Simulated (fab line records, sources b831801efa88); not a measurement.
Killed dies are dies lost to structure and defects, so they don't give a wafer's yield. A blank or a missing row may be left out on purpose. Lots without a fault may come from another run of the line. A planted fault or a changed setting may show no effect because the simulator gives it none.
fab line records | flow sky130
record lots=6 wafers=18 last_day=49
route steps=708 shown METAL4@623 PAD_OPEN@708
lots that met no fault: from a run of the same line without faults
start_h: hours from the record's first day to the start of the lot's first wafer shown | wait_h: hours since the lot's step before | " the same as in the row above | L1.1+2: a row that stands for several wafers | - no value, or no start given | * or withheld: withheld | < > ~ a bound
route shown NAME@n: a module of which the file shows steps, and the number in the route of the first | usual: mean/standard deviation of fault-free wafers | same: alike in all rows | chamber/n: place in a boat | sites: the reading at each site | _std_site: their standard deviation | _edge_site: outer sites' mean less inner sites' | radius_mm: how far each site lies from the wafer's centre | mask NAME#n: copy n | behind: the tool/chamber that last shaped the wafer | hold: why the lot was held/for how many hours/how that ended | device: the transistor (n, p or np) that didn't switch | end of line: the same wafers' tests at the end of the route | a step without rows: its recipe alone | killed: dies lost to structure and defects at the first sort, not the wafer's yield | map: a wafer's dies, x killed, . not, _ none there
set.NAME: the setting as run; set.NAME@STEP: as run at that earlier step | model.NAME: the simulator's own value behind a step, which no gauge read
lots at some steps of the route; a table a step, a row a wafer
services: from which hour (start_h, from the record's first day; less than 0 if before it) a tool's chamber was out of use, for how many hours, and why
## steps
# step SKY_METAL4_COAT_07
# recipe resist=BARC temp_c=withheld time_s=withheld spin_rpm=3000 resist_thk_nm=60
# step SKY_METAL4_COAT_08
# recipe resist=KrF-thick spin_rpm=3000 resist_thk_nm=1140
# step SKY_METAL4_SOFTBAKE_09
# recipe temp_c=100 time_s=90 resist=KrF-thick
# step SKY_METAL4_EXPOSE_10
# recipe mask_id=MM4 na=0.68 source_shape=annular sigma_inner=0.4 sigma_outer=0.8 target_cd_nm=300 dose_mj=28
# step SKY_METAL4_PEB_11
# recipe peb_temp_c=withheld peb_time_s=withheld resist=KrF-thick
# step SKY_METAL4_DEVELOP_12
# recipe develop_time_s=60 resist=KrF-thick dev_temp_c=21
# step SKY_METAL4_CD_MEAS_13
# recipe target_cd_nm=300
# usual cd_nm=299.7/1.4
# columns lot.wafer tool chamber start_h wait_h cd_nm
L395.2 cd_sem-02 - 995.00 - 300.5
L395.4 " - " " 299.8
L395.5 " - " " 299.1
L396.4 cd_sem-02 - 1000.91 - 300.6
L396.5 " - " " 300.8
L396.6 " - " " 300.0
L402.1 cd_sem-01 - 1050.28 - 299.6
L402.3 " - " " 300.2
L402.6 " - " " 299.8
L404.2 cd_sem-02 - 1068.85 - 299.8
L404.3 " - " " 301.0
L404.5 " - " " 300.6
L405.4 cd_sem-02 - 1072.06 - 300.7
L405.5 " - " " 301.0
L405.6 " - " " 298.8
L412.1 cd_sem-02 - 1103.25 - 303.2
L412.5 " - " " 300.4
L412.6 " - " " 301.1
# step SKY_METAL4_OVL_MEAS_14
# usual METAL4_OVL=-3/5.6
# columns lot.wafer tool chamber start_h wait_h METAL4_OVL[nm]
L395.2 overlay-02 - 995.11 0.1 -2
L395.4 " - " " -10
L395.5 " - " " 1
L396.4 overlay-02 - 1000.99 0.1 -2
L396.5 " - " " -2
L396.6 " - " " -4
L402.1 overlay-01 - 1050.40 0.1 1
L402.3 " - " " -3
L402.6 " - " " 3
L404.2 overlay-02 - 1068.96 0.1 -5
L404.3 " - " " 1
L404.5 " - " " 10
L405.4 overlay-02 - 1072.14 0.1 -7
L405.5 " - " " 1
L405.6 " - " " -1
L412.1 overlay-01 - 1103.37 0.1 6
L412.5 " - " " 6
L412.6 " - " " -3
# step SKY_METAL4_DESCUM_15
# recipe chemistry=O2 source_power_w=150 bias_power_w=0 pressure_mtorr=10 temp_c=40 time_s=8
# usual drypump_motor_current_A=5.8/0.37 oes_product_au=0.996/0.0097
# columns lot.wafer tool chamber start_h wait_h drypump_motor_current_A oes_product_au rf_hours_counter_h
L395.2 rie_metal-03 1 995.14 0.0 6.0 1.002 8
L395.4 " 1 " " 6.0 0.999 -
L395.5 " 1 " " 6.0 0.997 -
L396.4 rie_metal-02 1 1001.01 0.0 6.3 0.991 -
L396.5 " 1 " " 6.3 1.008 -
L396.6 " 0 " " 6.0 1.005 -
L402.1 rie_metal-02 1 1050.44 0.0 6.3 1.001 8
L402.3 " 1 " " 6.4 1.005 -
L402.6 " 0 " " 6.0 1.019 -
L404.2 rie_metal-01 1 1068.99 0.0 5.1 0.992 8
L404.3 " 0 " " 5.6 0.985 -
L404.5 " 0 " " 5.6 0.985 -
L405.4 rie_metal-03 1 1072.17 0.0 6.0 1.004 -
L405.5 " 1 " " 6.0 0.998 -
L405.6 " 0 " " 5.6 0.992 -
L412.1 rie_metal-03 0 1103.41 0.0 5.7 1.001 18
L412.5 " 1 " " 6.0 1.009 -
L412.6 " 0 " " 5.6 0.994 -
# step SKY_METAL4_ETCH_16
# recipe chemistry=N2/H2 target=BARC ion_energy_ev=200 bias_w=100 pressure_mtorr=30 n2_flow_sccm=100 h2_flow_sccm=200 icp_w=500 stop_on=SiO2 time_s=88.2 target_depth_a=600
# usual drypump_motor_current_A=5.8/0.37 oes_product_au=0.626/0.0049 throttle_valve_pct=13.204/0.0089
# columns lot.wafer tool chamber start_h wait_h drypump_motor_current_A oes_product_au rf_hours_counter_h throttle_valve_pct
L395.2 rie_metal-03 1 995.17 0.0 6.0 0.629 8 13.198
L395.4 " 1 " " 6.0 0.628 - 13.214
L395.5 " 1 " " 6.0 0.628 - 13.197
L396.4 rie_metal-02 1 1001.07 0.0 6.4 0.614 - 13.217
L396.5 " 1 " " 6.3 0.620 - 13.199
L396.6 " 0 " " 6.0 0.627 - 13.194
L402.1 rie_metal-02 1 1050.47 0.0 6.3 0.625 8 13.211
L402.3 " 1 " " 6.4 0.627 - 13.221
L402.6 " 0 " " 6.0 0.615 - 13.203
L404.2 rie_metal-01 1 1069.02 0.0 5.1 0.626 8 13.217
L404.3 " 0 " " 5.6 0.626 - 13.202
L404.5 " 0 " " 5.7 0.621 - 13.208
L405.4 rie_metal-03 1 1072.22 0.0 6.0 0.619 - 13.208
L405.5 " 1 " " 6.0 0.628 - 13.210
L405.6 " 0 " " 5.6 0.626 - 13.191
L412.1 rie_metal-03 0 1103.44 0.0 5.6 0.616 18 13.207
L412.5 " 1 " " 6.0 0.620 - 13.210
L412.6 " 0 " " 5.6 0.632 - 13.197
# step SKY_METAL4_ETCH_17
# recipe target=SiO2 stop_on=TiN chemistry=C4F8/O2/Ar source_w=1500 bias_w=1200 pressure_mtorr=40 c4f8_flow_sccm=withheld O2_flow_sccm=6 Ar_flow_sccm=300 time_s=3.9 target_depth_a=150
# usual oes_product_au=0.753/0.0067
# columns lot.wafer tool chamber start_h wait_h oes_product_au rf_hours_counter_h
L395.2 rie_diel-03 3 995.27 0.1 0.747 13
L395.4 " 1 " " 0.752 1
L395.5 " 0 " " 0.759 -
L396.4 rie_diel-04 0 1001.13 0.0 0.760 7
L396.5 " 0 " " 0.757 -
L396.6 " 3 " " 0.768 -
L402.1 rie_diel-03 3 1050.57 0.1 0.752 15
L402.3 " 1 " " 0.755 2
L402.6 " 2 " " 0.764 -
L404.2 rie_diel-02 3 1069.12 0.1 0.746 23
L404.3 " 1 " " 0.747 13
L404.5 " 0 " " 0.763 -
L405.4 rie_diel-02 0 1072.29 0.0 0.750 18
L405.5 " 3 " " 0.764 -
L405.6 " 2 " " 0.758 -
L412.1 rie_diel-03 3 1103.54 0.1 0.748 17
L412.5 " 2 " " 0.753 -
L412.6 " 3 " " 0.760 -
# step SKY_METAL4_METAL_ETCH_18
# recipe target_depth_a=8450 stop_on=SiO2 over_etch_frac=0.3 time_s=183.1 chemistry=Cl2/BCl3 resist_sidewall_deg=88 pressure_mtorr=10 icp_w=900 bias_w=48.5 Cl2_flow_sccm=60 bcl3_flow_sccm=30
# usual drypump_motor_current_A=5.8/0.42 oes_product_au=0.866/0.0065 throttle_valve_pct=22.264/0.0085
# columns lot.wafer tool chamber start_h wait_h drypump_motor_current_A oes_product_au rf_hours_counter_h throttle_valve_pct
L395.2 rie_metal-01 1 995.28 0.0 5.1 0.869 3 22.259
L395.4 " 1 " " 5.1 0.870 - 22.253
L395.5 " 0 " " 5.6 0.874 - 22.258
L396.4 rie_metal-01 1 1001.21 0.1 5.1 0.873 - 22.273
L396.5 " 1 " " 5.1 0.872 - 22.256
L396.6 " 0 " " 5.6 0.870 - 22.256
L402.1 rie_metal-03 1 1050.58 0.0 6.0 0.865 11 22.283
L402.3 " 1 " " 6.0 0.860 - 22.274
L402.6 " 0 " " 5.6 0.866 - 22.272
L404.2 rie_metal-02 1 1069.13 0.0 6.3 0.874 9 22.266
L404.3 " 1 " " 6.3 0.874 - 22.258
L404.5 " 0 " " 6.0 0.867 - 22.265
L405.4 rie_metal-01 1 1072.36 0.1 5.1 0.867 - 22.257
L405.5 " 1 " " 5.1 0.872 - 22.263
L405.6 " 0 " " 5.6 0.861 - 22.254
L412.1 rie_metal-02 1 1103.55 0.0 6.3 0.885 12 22.256
L412.5 " 1 " " 6.3 0.885 - 22.260
L412.6 " 0 " " 6.0 0.863 - 22.278
# step SKY_METAL4_STRIP_19
# recipe chemistry=O2/N2 power_w=1400 pressure_mtorr=1500 platen_temp_c=withheld o2_flow_sccm=3000 n2_flow_sccm=300 overash_fraction=0.5
# usual drypump_motor_current_A=6.0/0.44 o2_flow_sccm=2999/9 oes_product_au=0.502/0.0061 overash_fraction=0.5/0 strip_time_to_endpoint_s=6.56/0.1
# columns lot.wafer tool chamber start_h wait_h drypump_motor_current_A o2_flow_sccm oes_product_au overash_fraction rf_hours_counter_h strip_time_to_endpoint_s
L395.2 plasma_asher-02 0 995.46 0.1 5.1 3008 0.508 0.5 91 6.58
L395.4 " 0 " " 5.1 3010 0.509 0.5 - 6.64
L395.5 " 0 " " 5.1 3012 0.498 0.5 - 6.58
L396.4 plasma_asher-03 0 1001.36 0.1 6.0 2986 0.510 0.5 - 6.63
L396.5 " 1 " " 5.7 3006 0.511 0.5 - 6.64
L396.6 " 0 " " 6.0 2987 0.504 0.5 - 6.60
L402.1 plasma_asher-04 0 1050.76 0.1 6.5 2999 0.505 0.5 124 6.63
L402.3 " 0 " " 6.5 3009 0.507 0.5 - 6.60
L402.6 " 0 " " 6.5 3000 0.497 0.5 - 6.66
L404.2 plasma_asher-03 1 1069.31 0.1 5.7 3002 0.496 0.5 30 6.48
L404.3 " 1 " " 5.7 3006 0.506 0.5 - 6.51
L404.5 " 0 " " 6.1 2999 0.499 0.7 - 6.43
L405.4 plasma_asher-03 1 1072.52 0.1 5.7 2995 0.504 0.5 - 6.72
L405.5 " 0 " " 6.1 2990 0.508 0.7 - 6.70
L405.6 " 1 " " 5.8 3005 0.494 0.5 - 6.66
L412.1 plasma_asher-04 0 1103.73 0.1 6.5 3002 0.504 0.5 4 6.65
L412.5 " 0 " " 6.5 3001 0.506 0.5 - 6.64
L412.6 " 1 " " 6.0 2976 0.501 0.5 - 6.45
# step SKY_METAL4_STRIP_20
# recipe chemistry=post_etch_residue_remover time_s=1200 temp_c=72.5
# step SKY_PAD_OPEN_PROBE_99
# usual defect_limited_yield=82.3/2.2 killed_at_M0_to_M3=43/7.3 killed_at_M4_up=3.2/1.9 killed_at_contacts=25/5.4 killed_at_front_end=16/4.4 killed_at_other=0.4/0.66 killed_dies=87/11 killed_open=48/7.9 killed_short=39/6.5 sort_bin_3_pad_short=0.8/0.43 sort_bin_5_function=10.5/1.6 sort_bin_6_memory=6.4/1.2 sort_n_pass=405/11 sort_yield_pct=82.3/2.2
# same gross_dies=492 killed_at_back_side=0 sort_bin_4_leakage[%]=0 sort_bin_8_speed[%]=0
# columns lot.wafer tool chamber start_h wait_h defect_limited_yield[%] killed_at_M0_to_M3 killed_at_M4_up killed_at_contacts killed_at_front_end killed_at_other killed_dies killed_open killed_short sort_bin_3_pad_short[%] sort_bin_5_function[%] sort_bin_6_memory[%] sort_n_pass sort_yield_pct[%]
L404.2 prober-01 - 1156.27 0.1 82.5 47 3 23 13 0 86 53 33 0 11.0 6.5 406 82.5
L404.3 prober-01 - 1156.32 0.2 80.9 54 3 23 13 1 94 49 45 1.2 10.0 7.9 398 80.9
L404.5 prober-01 - 1156.42 0.2 84.6 40 2 22 12 0 76 41 35 0.6 9.8 5.1 416 84.6
L405.4 prober-02 - 1159.92 0.2 82.3 51 2 21 12 1 87 50 36 0.8 10.0 6.9 405 82.3
L405.5 prober-02 - 1159.97 0.2 83.5 37 1 25 17 1 81 45 35 1.0 10.4 5.1 411 83.5
L405.6 prober-02 - 1160.02 0.2 82.1 35 4 30 19 0 88 47 41 0.2 8.7 8.9 404 82.1
# killed by level:class
L404.2 VIA1:geometric_particle:open=12 CONTACT:geometric_particle:open=9 VIA2:geometric_particle:open=8 VIA3:geometric_particle:open=7 LI_CONTACT:geometric_particle:open=5 CONTACT:geometric_particle:short=5 FIELD_ISO:geometric_particle:open=4 FIELD_ISO:geometric_particle:short=4
L404.3 CONTACT:geometric_particle:open=11 VIA1:geometric_particle:open=10 METAL1:geometric_particle:short=7 VIA1:geometric_particle:short=7 VIA3:geometric_particle:open=7 VIA2:geometric_particle:open=6 METAL3:geometric_particle:short=5 FIELD_ISO:geometric_particle:open=4
L404.5 VIA3:geometric_particle:open=8 CONTACT:geometric_particle:open=8 METAL2:geometric_particle:short=8 VIA1:geometric_particle:open=7 LI_CONTACT:geometric_particle:open=7 VIA2:geometric_particle:open=7 FIELD_ISO:geometric_particle:short=4 LI_CONTACT:geometric_particle:short=4
L405.4 CONTACT:geometric_particle:open=10 VIA3:geometric_particle:open=9 VIA1:geometric_particle:open=8 VIA2:geometric_particle:open=8 METAL1:geometric_particle:short=6 METAL3:geometric_particle:short=6 FIELD_ISO:geometric_particle:short=4 CONTACT:geometric_particle:short=4
L405.5 LI_CONTACT:geometric_particle:open=8 VIA1:geometric_particle:open=8 VIA3:geometric_particle:open=8 FIELD_ISO:geometric_particle:open=6 FIELD_ISO:geometric_particle:short=6 LOCAL_INTERCONNECT:geometric_particle:short=6 CONTACT:geometric_particle:open=6 VIA2:geometric_particle:open=5
L405.6 CONTACT:geometric_particle:open=10 FIELD_ISO:geometric_particle:short=8 LI_CONTACT:geometric_particle:open=8 VIA1:geometric_particle:open=8 CONTACT:geometric_particle:short=6 VIA2:geometric_particle:open=6 FIELD_ISO:geometric_particle:open=4 LOCAL_INTERCONNECT:geometric_particle:short=4
## services
# columns tool chamber start_h hours kind
rie_diel-04 1 971.16 2.1 repair
rie_diel-02 - 971.54 0.1 repair
rie_diel-03 0 974.18 - clean
rie_diel-03 0 974.18 16.2 scheduled_down
rie_diel-03 0 974.18 16.2 vent_cycle
rie_metal-03 - 977.13 14.6 pm
rie_diel-03 2 987.63 4.0 repair
rie_metal-01 - 996.34 1.4 pm
rie_diel-02 1 1002.41 2.3 repair
rie_diel-04 0 1004.30 4.7 repair
plasma_asher-02 - 1015.64 0.8 repair
plasma_asher-02 - 1018.76 2.8 pm
rie_diel-03 - 1022.84 2.8 pm
rie_metal-03 - 1039.23 0.6 repair
plasma_asher-04 - 1055.25 9.0 pm
plasma_asher-04 0 1055.25 9.0 vent_cycle
plasma_asher-04 1 1055.25 9.0 vent_cycle
plasma_asher-02 - 1061.71 6.2 repair
rie_metal-02 0 1064.53 2.9 repair
rie_diel-04 - 1072.54 4.3 pm
plasma_asher-02 - 1075.37 2.5 repair
plasma_asher-02 - 1075.81 2.1 repair
rie_diel-04 0 1080.64 104.3 repair
rie_diel-04 - 1099.86 1.1 repair
## key
first_sign step=SKY_METAL4_STRIP_19 reading=overash_fraction direction=up sigmas=99+ usual=0.5 struck=0.7
effect none on later readings
met_at SKY_METAL4_STRIP_19
struck_wafers L404.5,L405.5
onset_between 1001.36 1069.31
fault kind=process_parameter_drift tool=plasma_asher-03 chamber=0 onset_h=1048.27 steps=SKY_METAL4_STRIP_19 channel=overash_fraction offset=0.2 shape=step end_h=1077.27 acts_in=these_recipes_only stated=0.5
